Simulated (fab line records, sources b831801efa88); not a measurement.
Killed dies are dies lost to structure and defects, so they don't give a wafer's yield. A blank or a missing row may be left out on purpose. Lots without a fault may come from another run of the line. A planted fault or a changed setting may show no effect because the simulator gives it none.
fab line records | flow sky130
record lots=6 wafers=18 last_day=50
route steps=708 shown LOCAL_INTERCONNECT@394 CONTACT@406 METAL1@434 PAD_OPEN@708
lots that met no fault: from a run of the same line without faults
start_h: hours from the record's first day to the start of the lot's first wafer shown | wait_h: hours since the lot's step before | " the same as in the row above | L1.1+2: a row that stands for several wafers | - no value, or no start given | * or withheld: withheld | < > ~ a bound
route shown NAME@n: a module of which the file shows steps, and the number in the route of the first | usual: mean/standard deviation of fault-free wafers | same: alike in all rows | chamber/n: place in a boat | sites: the reading at each site | _std_site: their standard deviation | _edge_site: outer sites' mean less inner sites' | radius_mm: how far each site lies from the wafer's centre | mask NAME#n: copy n | behind: the tool/chamber that last shaped the wafer | hold: why the lot was held/for how many hours/how that ended | device: the transistor (n, p or np) that didn't switch | end of line: the same wafers' tests at the end of the route | a step without rows: its recipe alone | killed: dies lost to structure and defects at the first sort, not the wafer's yield | map: a wafer's dies, x killed, . not, _ none there
set.NAME: the setting as run; set.NAME@STEP: as run at that earlier step | model.NAME: the simulator's own value behind a step, which no gauge read
lots at some steps of the route; a table a step, a row a wafer
services: from which hour (start_h, from the record's first day; less than 0 if before it) a tool's chamber was out of use, for how many hours, and why
## steps
# step SKY_LOCAL_INTERCONNECT_SOFTBAKE_07
# recipe temp_c=100 time_s=90 resist=KrF-thick
# step SKY_LOCAL_INTERCONNECT_EXPOSE_08
# recipe mask_id=LI1M na=0.8 source_shape=annular sigma_inner=0.55 sigma_outer=0.85 target_cd_nm=170 dose_mj=28
# step SKY_LOCAL_INTERCONNECT_PEB_09
# recipe peb_temp_c=withheld peb_time_s=withheld resist=KrF-thick
# step SKY_LOCAL_INTERCONNECT_DEVELOP_10
# recipe develop_time_s=60 resist=KrF-thick dev_temp_c=21
# step SKY_LOCAL_INTERCONNECT_CD_MEAS_11
# recipe target_cd_nm=170
# usual cd_nm=169.3/1.8
# columns lot.wafer tool chamber start_h wait_h cd_nm
L109.1 cd_sem-02 - 716.36 - 172.0
L109.5 " - " " 172.3
L109.6 " - " " 170.1
L111.1 cd_sem-01 - 734.09 - 166.5
L111.2 " - " " 167.0
L111.6 " - " " 166.2
L116.4 cd_sem-01 - 777.94 - 170.1
L116.5 " - " " 169.3
L116.6 " - " " 169.5
L120.1 cd_sem-02 - 805.26 - 171.2
L120.2 " - " " 170.8
L120.5 " - " " 170.4
L130.2 cd_sem-02 - 882.31 - 166.9
L130.4 " - " " 168.5
L130.6 " - " " 167.2
L131.1 cd_sem-01 - 889.19 - 170.9
L131.4 " - " " 172.6
L131.6 " - " " 169.9
# step SKY_LOCAL_INTERCONNECT_OVL_MEAS_12
# usual LOCAL_INTERCONNECT_OVL=1/5.4
# columns lot.wafer tool chamber start_h wait_h LOCAL_INTERCONNECT_OVL[nm]
L109.1 overlay-02 - 716.48 0.1 7
L109.5 " - " " 2
L109.6 " - " " 3
L111.1 overlay-01 - 734.21 0.1 1
L111.2 " - " " 2
L111.6 " - " " -1
L116.4 overlay-01 - 778.02 0.1 2
L116.5 " - " " 1
L116.6 " - " " -3
L120.1 overlay-01 - 805.38 0.1 1
L120.2 " - " " 4
L120.5 " - " " 0
L130.2 overlay-02 - 882.42 0.1 8
L130.4 " - " " 5
L130.6 " - " " 1
L131.1 overlay-02 - 889.31 0.1 -7
L131.4 " - " " -11
L131.6 " - " " 0
# step SKY_LOCAL_INTERCONNECT_ETCH_13
# recipe chemistry=N2/H2 target=BARC ion_energy_ev=200 bias_w=100 pressure_mtorr=30 n2_flow_sccm=100 h2_flow_sccm=200 icp_w=500 stop_on=SiO2 time_s=45.9 target_depth_a=600
# step SKY_LOCAL_INTERCONNECT_METAL_ETCH_14
# recipe target_depth_nm=110 stop_on=PSG chemistry=Cl2/BCl3 target=TiN resist_sidewall_deg=88 pressure_mtorr=10 icp_w=900 bias_w=48.5 Cl2_flow_sccm=60 bcl3_flow_sccm=30 time_s=31.4
# usual drypump_motor_current_A=6.0/0.36 oes_product_au=0.946/0.0097 throttle_valve_pct=21.898/0.01
# columns lot.wafer tool chamber start_h wait_h drypump_motor_current_A oes_product_au rf_hours_counter_h throttle_valve_pct
L109.1 rie_metal-02 0 716.58 0.0 6.0 0.949 1 21.893
L109.5 " 0 " " 6.0 0.961 - 21.907
L109.6 " 1 " " 5.3 0.921 - 21.909
L111.1 rie_metal-02 0 734.31 0.0 6.0 0.936 2 21.912
L111.2 " 1 " " 5.3 0.947 15 21.909
L111.6 " 0 " " 6.0 0.941 - 21.891
L116.4 rie_metal-02 0 778.21 0.1 5.9 0.955 - 21.903
L116.5 " 0 " " 5.9 0.956 - 21.893
L116.6 " 0 " " 5.9 0.958 - 21.893
L120.1 rie_metal-02 1 805.48 0.0 5.3 0.949 1 21.890
L120.2 " 0 " " 6.0 0.947 4 21.924
L120.5 " 0 " " 6.0 0.943 - 21.892
L130.2 rie_metal-04 1 882.51 0.0 5.5 0.943 1 21.907
L130.4 " 0 " " 6.1 0.946 - 21.888
L130.6 " 1 " " 5.5 0.958 - 21.904
L131.1 rie_metal-03 0 889.41 0.0 6.4 0.929 9 21.899
L131.4 " 1 " " 6.1 0.944 - 21.910
L131.6 " 1 " " 6.1 0.942 - 21.910
# step SKY_LOCAL_INTERCONNECT_STRIP_15
# recipe chemistry=O2/N2 power_w=1400 pressure_mtorr=1500 platen_temp_c=withheld o2_flow_sccm=3000 n2_flow_sccm=300 overash_fraction=0.5
# step SKY_LOCAL_INTERCONNECT_STRIP_16
# recipe chemistry=post_etch_residue_remover time_s=1200 temp_c=72.5
# step SKY_LOCAL_INTERCONNECT_CLEAN_17
# recipe chemistry=IPA time_s=180 temp_c=25
# step SKY_LOCAL_INTERCONNECT_CLEAN_18
# recipe chemistry=O3/DIW dry=n2_spin
# step SKY_CONTACT_CVD_00
# recipe material=Si3N4 target_thk_nm=75 temp_c=400 time_s=withheld rf_w=450
# usual heater_power_w=747/95
# columns lot.wafer tool chamber start_h wait_h heater_power_w
L109.1 pecvd-03 2 717.29 0.0 676
L109.5 " 1 " " 643
L109.6 " 0 " " 879
L111.1 pecvd-01 2 734.95 0.0 833
L111.2 " 1 " " 726
L111.6 " 0 " " 623
L116.4 pecvd-04 2 778.87 0.0 598
L116.5 " 1 " " 773
L116.6 " 0 " " 1034
L120.1 pecvd-01 2 806.12 0.0 824
L120.2 " 0 " " 746
L120.5 " 1 " " 767
L130.2 pecvd-01 0 883.16 0.0 714
L130.4 " 1 " " 764
L130.6 " 2 " " 779
L131.1 pecvd-01 2 890.06 0.0 785
L131.4 " 2 " " 792
L131.6 " 1 " " 794
# step SKY_CONTACT_THK_MEAS_01
# recipe reads=Si3N4_of_CONTACT_CVD_00
# usual CONTACT_CVD_00_THK=74.9/1.2
# columns lot.wafer tool chamber start_h wait_h CONTACT_CVD_00_THK[nm]
L109.1 film_metro-02 - 717.32 - 74.0
L109.5 " - " " 75.2
L109.6 " - " " 76.7
L111.1 film_metro-01 - 734.99 - 74.8
L111.2 " - " " 73.2
L111.6 " - " " 76.5
L116.4 film_metro-03 - 778.92 - 77.1
L116.5 " - " " 78.4
L116.6 " - " " 75.5
L120.1 film_metro-03 - 806.15 - 73.6
L120.2 " - " " 73.1
L120.5 " - " " 74.4
L130.2 film_metro-02 - 883.20 - 74.5
L130.4 " - " " 74.5
L130.6 " - " " 75.5
L131.1 film_metro-01 - 890.09 - 73.8
L131.4 " - " " 75.2
L131.6 " - " " 75.5
# step SKY_CONTACT_HDPCVD_02
# recipe material=SiO2 target_thk_nm=565 sigma_open_frac=0.3 time_s=94.2 temp_c=600 sih4_flow_sccm=60 pressure_mtorr=6
# step SKY_CONTACT_THK_MEAS_03
# recipe reads=SiO2_of_CONTACT_HDPCVD_02
# usual CONTACT_HDPCVD_THK=566/8.4
# columns lot.wafer tool chamber start_h wait_h CONTACT_HDPCVD_THK[nm]
L109.1 film_metro-03 - 717.45 0.0 579
L109.5 " - " " 576
L109.6 " - " " 572
L111.1 film_metro-03 - 735.11 0.0 564
L111.2 " - " " 573
L111.6 " - " " 566
L116.4 film_metro-01 - 779.05 0.0 561
L116.5 " - " " 568
L116.6 " - " " 553
L120.1 film_metro-01 - 806.28 0.0 565
L120.2 " - " " 574
L120.5 " - " " 562
L130.2 film_metro-03 - 883.33 0.0 575
L130.4 " - " " 580
L130.6 " - " " 570
L131.1 film_metro-01 - 890.22 0.0 568
L131.4 " - " " 564
L131.6 " - " " 573
# step SKY_CONTACT_CMP_04
# recipe material=SiO2 down_force_psi=4 platen_rpm=60 pad_velocity_m_s=0.94248
# usual motor_current_A=11.6/1.3 time_to_endpoint_s=84/5.9
# columns lot.wafer tool chamber start_h wait_h motor_current_A time_to_endpoint_s
L109.1 cmp-02 3 717.51 0.1 12.4 84
L109.6 " 3 " " 12.8 86
L109.5 " 0 " " 9.2 88
L111.2 cmp-01 2 735.17 0.0 12.3 88
L111.1 " 1 " " 12.9 79
L111.6 " 2 " " 12.7 84
L116.4 cmp-02 1 779.13 0.1 11.6 87
L116.6 " 0 " " 9.4 85
L116.5 " 1 " " 12.0 89
L120.2 cmp-02 2 806.34 0.0 12.9 89
L120.1 " 3 " " 12.3 81
L120.5 " 3 " " 12.7 80
L130.4 cmp-02 3 883.38 0.0 12.6 88
L130.2 " 1 " " 12.7 97
L130.6 " 3 " " 12.6 86
L131.4 cmp-01 3 890.28 0.0 11.0 78
L131.1 " 1 " " 12.6 75
L131.6 " 0 " " 10.9 77
# step SKY_CONTACT_BOW_MEAS_05
# recipe mode=bow
# usual CONTACT_BOW=82/6.8
# columns lot.wafer tool chamber start_h wait_h CONTACT_BOW[um]
L109.1 film_metro-02 - 717.81 0.2 74
L109.5 " - " " 74
L109.6 " - " " 77
L111.1 film_metro-03 - 735.47 0.1 85
L111.2 " - " " 90
L111.6 " - " " 82
L116.4 film_metro-02 - 779.44 0.3 81
L116.5 " - " " 79
L116.6 " - " " 94
L120.1 film_metro-03 - 806.64 0.2 82
L120.2 " - " " 77
L120.5 " - " " 76
L130.2 film_metro-03 - 883.70 0.2 83
L130.4 " - " " 76
L130.6 " - " " 83
L131.1 film_metro-01 - 890.58 0.1 80
L131.4 " - " " 87
L131.6 " - " " 88
# step SKY_CONTACT_DEHYDRATE_06
# recipe temp_c=200 time_s=60
# step SKY_CONTACT_HMDS_07
# recipe prime_time_s=60 prime_temp_c=120
# step SKY_CONTACT_COAT_08
# recipe resist=BARC temp_c=withheld time_s=withheld spin_rpm=3000 resist_thk_nm=60
# step SKY_CONTACT_COAT_09
# recipe resist=KrF-thick spin_rpm=3000 resist_thk_nm=450
# step SKY_CONTACT_SOFTBAKE_10
# recipe temp_c=100 time_s=90 resist=KrF-thick
# step SKY_CONTACT_EXPOSE_11
# recipe mask_id=CTM1 na=0.8 source_shape=annular sigma_inner=0.55 sigma_outer=0.85 target_cd_nm=170 dose_mj=38
# step SKY_CONTACT_PEB_12
# recipe peb_temp_c=withheld peb_time_s=withheld resist=KrF-thick
# step SKY_CONTACT_DEVELOP_13
# recipe develop_time_s=60 resist=KrF-thick dev_temp_c=21
# step SKY_CONTACT_CD_MEAS_14
# recipe target_cd_nm=170
# usual cd_nm=169.7/1.3
# columns lot.wafer tool chamber start_h wait_h cd_nm
L109.1 cd_sem-01 - 745.44 - 169.4
L109.5 " - " " 169.8
L109.6 " - " " 169.9
L111.1 cd_sem-01 - 762.59 - 170.0
L111.2 " - " " 170.0
L111.6 " - " " 169.1
L116.4 cd_sem-01 - 805.18 - 172.0
L116.5 " - " " 172.1
L116.6 " - " " 171.7
L120.1 cd_sem-01 - 832.26 - 167.9
L120.2 " - " " 166.2
L120.5 " - " " 168.2
L130.2 cd_sem-02 - 909.98 - 168.2
L130.4 " - " " 170.4
L130.6 " - " " 171.0
L131.1 cd_sem-01 - 915.89 - 169.6
L131.4 " - " " 168.8
L131.6 " - " " 168.4
# step SKY_CONTACT_OVL_MEAS_15
# usual CONTACT_OVL=-2/5.6
# columns lot.wafer tool chamber start_h wait_h CONTACT_OVL[nm]
L109.1 overlay-01 - 745.56 0.1 -3
L109.5 " - " " 4
L109.6 " - " " 4
L111.1 overlay-01 - 762.71 0.1 -1
L111.2 " - " " 1
L111.6 " - " " 4
L116.4 overlay-02 - 805.26 0.1 -15
L116.5 " - " " -6
L116.6 " - " " -4
L120.1 overlay-02 - 832.38 0.1 -7
L120.2 " - " " -8
L120.5 " - " " -12
L130.2 overlay-02 - 910.09 0.1 -5
L130.4 " - " " 4
L130.6 " - " " -3
L131.1 overlay-01 - 916.01 0.1 1
L131.4 " - " " 10
L131.6 " - " " 6
# step SKY_CONTACT_ETCH_16
# recipe chemistry=N2/H2 target=BARC ion_energy_ev=200 source_w=500 bias_w=100 pressure_mtorr=30 n2_flow_sccm=100 h2_flow_sccm=200 stop_on=SiO2 time_s=45.9 target_depth_a=600
# usual drypump_motor_current_A=5.6/0.4 oes_product_au=0.854/0.0045 throttle_valve_pct=13.225/0.0094
# columns lot.wafer tool chamber start_h wait_h drypump_motor_current_A oes_product_au rf_hours_counter_h throttle_valve_pct
L109.1 rie_diel-01 0 745.60 0.0 6.2 0.849 1 13.210
L109.5 " 0 " " 6.2 0.844 - 13.210
L109.6 " 3 " " 5.8 0.855 - 13.215
L111.1 rie_diel-03 0 762.75 0.0 6.2 0.856 44 13.230
L111.2 " 3 " " 5.4 0.857 5 13.225
L111.6 " 3 " " 5.4 0.855 - 13.230
L116.4 rie_diel-01 0 805.28 0.0 6.2 0.852 2 13.211
L116.5 " 3 " " 5.8 0.850 - 13.226
L116.6 " 2 " " 5.4 0.851 - 13.227
L120.1 rie_diel-01 3 832.42 0.0 5.8 0.850 15 13.205
L120.2 " 0 " " 6.2 0.852 3 13.233
L120.5 " 0 " " 6.2 0.851 - 13.222
L130.2 rie_diel-03 1 910.12 0.0 5.6 0.854 8 13.240
L130.4 " 2 " " 6.0 0.853 6 13.223
L130.6 " 1 " " 5.6 0.849 - 13.221
L131.1 rie_diel-01 2 916.05 0.0 5.4 0.855 15 13.227
L131.4 " 3 " " 5.8 0.848 17 13.239
L131.6 " 2 " " 5.4 0.849 - 13.224
# step SKY_CONTACT_ETCH_17
# recipe target=SiO2 chemistry=C4F8/O2/Ar stop_on=Si3N4 mask_material=KrF-thick source_w=1500 bias_w=1200 pressure_mtorr=40 c4f8_flow_sccm=withheld O2_flow_sccm=6 Ar_flow_sccm=300 time_s=withheld target_depth_a=3400
# step SKY_CONTACT_ETCH_18
# recipe target=Si3N4 chemistry=CHF3/O2 stop_on=TiN source_w=600 bias_w=200 pressure_mtorr=40 chf3_flow_sccm=50 O2_flow_sccm=5 time_s=39 target_depth_a=750
# step SKY_CONTACT_STRIP_19
# recipe chemistry=O2/N2 power_w=1400 pressure_mtorr=1500 platen_temp_c=withheld o2_flow_sccm=3000 n2_flow_sccm=300 overash_fraction=0.5
# usual drypump_motor_current_A=5.8/0.73 oes_product_au=0.381/0.0054 strip_time_to_endpoint_s=3.62/0.039
# same overash_fraction=0.5
# columns lot.wafer tool chamber start_h wait_h drypump_motor_current_A oes_product_au rf_hours_counter_h strip_time_to_endpoint_s
L109.1 plasma_asher-01 1 745.73 - 6.6 0.370 35 3.65
L109.5 " 0 " " 5.9 0.381 - 3.67
L109.6 " 1 " " 6.6 0.388 - 3.62
L111.1 plasma_asher-04 0 762.88 - 6.3 0.388 59 3.66
L111.2 " 1 " " 4.7 0.382 59 3.64
L111.6 " 1 " " 4.8 0.380 - 3.62
L116.4 plasma_asher-01 1 805.45 - 6.6 0.380 - 3.67
L116.5 " 0 " " 5.9 0.382 - 3.60
L116.6 " 1 " " 6.6 0.375 - 3.61
L120.1 plasma_asher-02 0 832.55 - 4.8 0.379 100 3.61
L120.2 " 1 " " 5.1 0.384 100 3.68
L120.5 " 0 " " 4.8 0.387 - 3.67
L130.2 plasma_asher-04 0 910.25 - 6.3 0.381 75 3.61
L130.4 " 0 " " 6.3 0.386 - 3.64
L130.6 " 0 " " 6.3 0.379 - 3.61
L131.1 plasma_asher-01 0 916.18 - 5.9 0.382 54 3.61
L131.4 " 0 " " 5.9 0.376 - 3.62
L131.6 " 0 " " 5.9 0.379 - 3.63
# step SKY_CONTACT_STRIP_20
# recipe chemistry=post_etch_residue_remover time_s=1200 temp_c=72.5
# step SKY_CONTACT_CLEAN_21
# recipe chemistry=IPA time_s=180 temp_c=25
# step SKY_CONTACT_CLEAN_22
# recipe chemistry=O3/DIW dry=n2_spin
# step SKY_CONTACT_SPUTTER_23
# recipe material=TiN target_thk_nm=20 chamber_pressure_pa=5 power_w=4000 time_s=80
# step SKY_CONTACT_CVD_24
# recipe material=W target_thk_nm=340 time_s=102.12 temp_c=400 pressure_torr=40
# usual heater_power_w=837/61
# columns lot.wafer tool chamber start_h wait_h heater_power_w
L109.1 cvd_w-02 1 746.39 0.0 877
L109.5 " 0 " " 887
L109.6 " 1 " " 870
L111.1 cvd_w-01 0 763.54 0.0 748
L111.2 " 1 " " 791
L111.6 " 0 " " 760
L116.4 cvd_w-02 1 806.10 0.1 901
L116.5 " 1 " " 888
L116.6 " 0 " " 896
L120.1 cvd_w-02 1 833.20 0.0 865
L120.2 " 0 " " 899
L120.5 " 0 " " 912
L130.2 cvd_w-01 1 912.06 0.0 831
L130.4 " 1 " " 805
L130.6 " 0 " " 766
L131.1 cvd_w-01 0 916.91 0.1 748
L131.4 " 1 " " 793
L131.6 " 0 " " 754
# step SKY_CONTACT_RS_MEAS_25
# recipe thk_meas_gauge=four-point-probe reads=W_of_CONTACT_CVD_24+TiN_of_CONTACT_SPUTTER_23
# usual CONTACT_W_RS=0.338/0.0086
# columns lot.wafer tool chamber start_h wait_h CONTACT_W_RS[ohm/sq]
L109.1 film_metro-03 - 746.50 0.1 0.345
L109.5 " - " " 0.325
L109.6 " - " " 0.346
L111.1 film_metro-01 - 763.65 0.1 0.345
L111.2 " - " " 0.338
L111.6 " - " " 0.338
L116.4 film_metro-02 - 806.24 0.1 0.343
L116.5 " - " " 0.346
L116.6 " - " " 0.331
L120.1 film_metro-02 - 833.31 0.1 0.347
L120.2 " - " " 0.324
L120.5 " - " " 0.325
L130.2 film_metro-03 - 912.19 0.1 0.338
L130.4 " - " " 0.336
L130.6 " - " " 0.344
L131.1 film_metro-03 - 917.02 0.1 0.356
L131.4 " - " " 0.337
L131.6 " - " " 0.350
# step SKY_CONTACT_THK_MEAS_26
# recipe thk_meas_gauge=xrf reads=W_of_CONTACT_CVD_24
# usual CONTACT_W_THK=327/8.6
# columns lot.wafer tool chamber start_h wait_h CONTACT_W_THK[nm]
L109.1 film_metro-03 - 746.62 0.1 326
L109.5 " - " " 344
L109.6 " - " " 322
L111.1 film_metro-01 - 763.77 0.1 321
L111.2 " - " " 327
L111.6 " - " " 327
L116.4 film_metro-02 - 806.33 0.1 322
L116.5 " - " " 321
L116.6 " - " " 336
L120.1 film_metro-02 - 833.43 0.1 314
L120.2 " - " " 338
L120.5 " - " " 335
L130.2 film_metro-03 - 912.30 0.1 328
L130.4 " - " " 330
L130.6 " - " " 322
L131.1 film_metro-03 - 917.14 0.1 310
L131.4 " - " " 327
L131.6 " - " " 315
# step SKY_CONTACT_CMP_27
# recipe stop_on=SiO2 t_overpolish_s=15 down_force_psi=3.5 platen_rpm=60 target_thk_nm=0 pad_velocity_m_s=0.94248
# step SKY_METAL1_SPUTTER_00
# recipe material=Ti target_thk_nm=15 power_w=3000 time_s=10 chamber_pressure_pa=0.4
# step SKY_METAL1_SPUTTER_01
# recipe material=TiN target_thk_nm=20 power_w=6500 time_s=16.7 chamber_pressure_pa=0.4
# step SKY_PAD_OPEN_PROBE_99
# usual killed_at_M0_to_M3=42/7 killed_at_M4_up=2.8/1.8 killed_at_contacts=24/5.8 killed_at_front_end=15/4.8 killed_at_other=0.3/0.56 killed_dies=84/11 killed_open=46/7.8 killed_short=38/6.3
# same gross_dies=492 killed_at_back_side=0
# columns lot.wafer tool chamber start_h wait_h killed_at_M0_to_M3 killed_at_M4_up killed_at_contacts killed_at_front_end killed_at_other killed_dies killed_open killed_short
L109.1 prober-02 - 1084.14 0.1 41 1 27 14 0 83 44 39
L109.5 prober-02 - 1084.34 0.2 32 4 11 17 1 65 26 39
L109.6 prober-02 - 1084.39 0.2 29 2 20 12 1 64 36 28
L116.4 prober-01 - 1127.20 0.2 50 1 23 19 0 93 50 43
L116.5 prober-01 - 1127.25 0.2 39 2 26 17 0 84 45 38
L116.6 prober-01 - 1127.30 0.2 32 3 16 9 0 60 30 30
L130.6 prober-01 - 1201.85 0.2 46 0 59 11 0 116 43 36
L131.1 prober-02 - 1203.40 0.1 30 4 66 10 0 110 36 39
L131.4 prober-02 - 1203.55 0.2 27 0 54 6 0 87 32 22
L131.6 prober-02 - 1203.65 0.2 38 5 24 6 0 73 34 39
# killed by level:class
L109.1 CONTACT:geometric_particle:open=11 METAL2:geometric_particle:short=10 VIA1:geometric_particle:open=8 LOCAL_INTERCONNECT:geometric_particle:short=6 VIA2:geometric_particle:open=6 LI_CONTACT:geometric_particle:open=4 CONTACT:geometric_particle:short=4 METAL3:geometric_particle:short=4
L109.5 METAL2:geometric_particle:short=6 VIA2:geometric_particle:open=6 FIELD_ISO:geometric_particle:short=5 METAL1:geometric_particle:short=4 FIELD_ISO:geometric_particle:open=3 POLY_GATE:geometric_particle:short=3 LI_CONTACT:geometric_particle:open=3 CONTACT:geometric_particle:open=3
L109.6 CONTACT:geometric_particle:open=6 VIA2:geometric_particle:open=6 VIA1:geometric_particle:open=6 CONTACT:geometric_particle:short=5 POLY_GATE:geometric_particle:open=3 LI_CONTACT:geometric_particle:open=3 VIA2:geometric_particle:short=3 LOCAL_INTERCONNECT:geometric_particle:short=3
L116.4 LI_CONTACT:geometric_particle:open=11 VIA1:geometric_particle:open=10 VIA2:geometric_particle:open=8 VIA3:geometric_particle:open=7 VIA1:geometric_particle:short=6 POLY_GATE:geometric_particle:short=5 METAL2:geometric_particle:short=5 VIA3:geometric_particle:short=5
L116.5 CONTACT:geometric_particle:open=10 VIA1:geometric_particle:open=7 LI_CONTACT:geometric_particle:open=6 VIA3:geometric_particle:open=6 VIA2:geometric_particle:open=6 CONTACT:geometric_particle:short=5 VIA2:geometric_particle:short=5 FIELD_ISO:geometric_particle:short=4
L116.6 VIA1:geometric_particle:open=9 VIA2:geometric_particle:open=9 CONTACT:geometric_particle:short=6 LI_CONTACT:geometric_particle:open=4 POLY_GATE:geometric_particle:short=3 CONTACT:geometric_particle:open=3 VIA1:geometric_particle:short=3 VIA2:geometric_particle:short=3
L130.6 CONTACT:unspecified=37 VIA1:geometric_particle:open=9 METAL1:geometric_particle:short=8 CONTACT:geometric_particle:open=7 VIA3:geometric_particle:open=7 METAL2:geometric_particle:short=7 CONTACT:geometric_particle:short=5 LI_CONTACT:geometric_particle:open=5
L131.1 CONTACT:unspecified=35 CONTACT:geometric_particle:open=10 VIA1:geometric_particle:open=7 LI_CONTACT:geometric_particle:open=6 LI_CONTACT:geometric_particle:short=5 CONTACT:geometric_particle:short=5 METAL2:geometric_particle:short=5 VIA2:geometric_particle:open=5
L131.4 CONTACT:unspecified=33 LI_CONTACT:geometric_particle:open=8 VIA3:geometric_particle:open=5 CONTACT:geometric_particle:open=5 VIA2:geometric_particle:open=4 FIELD_ISO:geometric_particle:open=3 METAL2:geometric_particle:open=3 LOCAL_INTERCONNECT:geometric_particle:short=3
L131.6 CONTACT:geometric_particle:open=9 LI_CONTACT:geometric_particle:open=6 METAL2:geometric_particle:short=6 LI_CONTACT:geometric_particle:short=5 VIA2:geometric_particle:open=5 VIA1:geometric_particle:short=5 VIA1:geometric_particle:open=4 METAL1:geometric_particle:short=4
# map L130.6 (x killed, . not)
__________...x......_________
________.x.......x..x._______
______.x............xxxx_____
_____..x..........x.xxxxx____
____.x..x......x...xxxxxxx___
___x.....x..........xxxxxxx__
__x..xx....x..x..x.xxxxxxxx._
_.....x.....x....x....xx.xxx.
_............x.......xxxxx...
_...............x.....x......
_...x.....x..x....x..........
_.....x..x...................
_.x.xx.............x.....x...
_......xxx.x.x.....x......x..
_........x....xx..xxx...x..x.
__.x.xx.....x..............._
___............x.x..x....x.__
____..x......x.....xx.....___
_____..x.x.x..x.........x____
______.x.x.x.....x......_____
________..x....xx....._______
__________.x........_________
# map L131.1 (x killed, . not)
__________....xx.x.._________
________....x..x....xx_______
______....x......x.xxxxx_____
_____.x..x...xx...xxxxxxx____
____..x.....x....x.x.xxxxx___
___.............xx..xxxxxxx__
__...x...x...........xxxxx.._
_....................x...xx..
_x....xx.....x..x.x.....x..x.
_...xx.......x...........x...
_.....x..x....x...........x..
_.....................x.x....
_....x.x...........xx...x...x
_....xxx...x..xxx...x...x..xx
_..x..........x..........x...
__.....x..x.............x..._
___xx..xxx.x......x...x...x__
____.......x..........xx.x___
_____.........x..x.......____
______.......x.........._____
________.............._______
__________.........._________
## services
# columns tool chamber start_h hours kind
rie_metal-02 1 696.14 12.9 repair
pecvd-01 - 714.47 6.0 pm
cmp-02 - 720.53 0.5 repair
plasma_asher-01 - 721.63 1.6 repair
cmp-02 - 735.16 1.8 repair
cmp-02 - 735.97 0.3 repair
rie_diel-01 2 749.32 10.4 repair
pecvd-01 - 753.96 0.4 repair
pecvd-01 - 759.04 0.3 repair
rie_diel-01 - 759.41 0.7 repair
rie_diel-01 2 759.84 1.7 repair
cmp-02 - 762.31 0.3 repair
pecvd-01 1 762.90 9.0 repair
rie_diel-01 1 767.06 5.5 repair
rie_diel-01 - 803.53 0.2 repair
rie_metal-02 - 819.87 4.3 pm
cmp-02 - 850.26 5.0 pm
plasma_asher-01 - 860.48 1.4 repair
cmp-02 - 873.09 6.1 pm
rie_metal-02 - 875.61 0.7 repair
pecvd-01 - 880.56 0.5 repair
rie_diel-01 2 899.05 6.9 repair
rie_diel-01 1 906.12 6.2 repair
cmp-02 - 912.26 4.0 pm
## key
first_sign step=SKY_PAD_OPEN_PROBE_99 reading=killed_at_contacts direction=up sigmas=6.1 usual=24 struck=60
effect none on later readings
met_at SKY_CONTACT_CVD_00
struck_wafers L130.6,L131.1,L131.4
tester_left_out L130,L131
onset_between 806.12 883.16
fault kind=chamber_particle_source tool=pecvd-01 chamber=2 onset_h=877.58 steps=SKY_CONTACT_CVD_00 rate_per_visit_cm2=0.48646 end_h=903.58
# tester_left_out: of these lots the tester's yield and bins aren't shown, on N5 and GAA mostly nor the transistor test; their killed dies are dies lost to structure and defects alone, not to doping, threshold or leakage, so they don't give the yield
